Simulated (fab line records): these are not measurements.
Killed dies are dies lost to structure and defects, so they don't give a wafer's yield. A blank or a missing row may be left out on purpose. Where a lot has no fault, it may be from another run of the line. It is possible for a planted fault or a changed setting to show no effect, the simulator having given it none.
One fault seen from 2 desks | flow sky130 | each desk has only its own numbers; what lay behind them comes last

== AT THE TOOL OWNER'S DESK: plasmaAsher-01 ==
The tool's own readings at SKY_GATE_OXIDE_STRIP_13 (strips in O2/N2): means of the sampled wafers that have a number, for each lot that ran on this tool. A lot is out of limits, marked OUT, if its mean lies more than 4 standard deviations from the usual mean; the brackets give that distance.
Columns: A = drypumpMotorCurrentA at SKY_GATE_OXIDE_STRIP_13, usual 5.5 A; B = oesProductAu at SKY_GATE_OXIDE_STRIP_13, usual 0.715 a.u.; C = stripTimeToEndpointS at SKY_GATE_OXIDE_STRIP_13, usual 14.17 s
lot  | first seen here | A   | B     | C
L912 | day 14 00:23    | 5.5 | 0.713 | 14.19
L913 | day 14 15:20    | 5.1 | 0.715 | 14.17
L917 | day 16 03:19    | 5.3 | 0.714 | 14.21
L920 | day 17 04:51    | 5.3 | 0.715 | 14.20
L924 | day 18 09:44    | 5.5 | 0.714 | 14.19
L926 | day 19 03:27    | 5.3 | 0.717 | 14.18
L927 | day 19 15:44    | 5.1 | 0.718 | 14.13
This desk's finding: nothing out of limits on any of the 7 lots.

== METROLOGY DESK ==
What the gauges read for every lot (on any tool): the sampled wafers with a number, averaged. A lot is out of limits, marked OUT, if its mean lies more than 4 standard deviations from the usual mean; the brackets give that distance.
Columns: A = PAD_OPEN_BOW at SKY_PAD_OPEN_BOW_MEAS_13, usual 49 um
lot  | first seen here | A
L911 | day 45 14:02    | 60
L912 | day 45 19:49    | 50
L913 | day 46 07:43    | 50
L914 | day 46 13:50    | 44
L915 | day 46 20:11    | 41
L916 | day 46 21:16    | 42
L917 | day 47 13:35    | 53
L918 | day 47 18:53    | 42
L920 | day 48 01:32    | 49
L923 | day 48 16:01    | 50
L924 | day 48 21:53    | 52
L926 | day 49 07:06    | 53
L927 | day 49 13:21    | 32
This desk's finding: nothing out of limits on any of the 13 lots.

== TAKEN TOGETHER ==
Nothing out of limits was seen by the tool owner's desk.
The metrology desk saw nothing out of limits.

== WHAT THE SIMULATOR HAD INSERTED ==
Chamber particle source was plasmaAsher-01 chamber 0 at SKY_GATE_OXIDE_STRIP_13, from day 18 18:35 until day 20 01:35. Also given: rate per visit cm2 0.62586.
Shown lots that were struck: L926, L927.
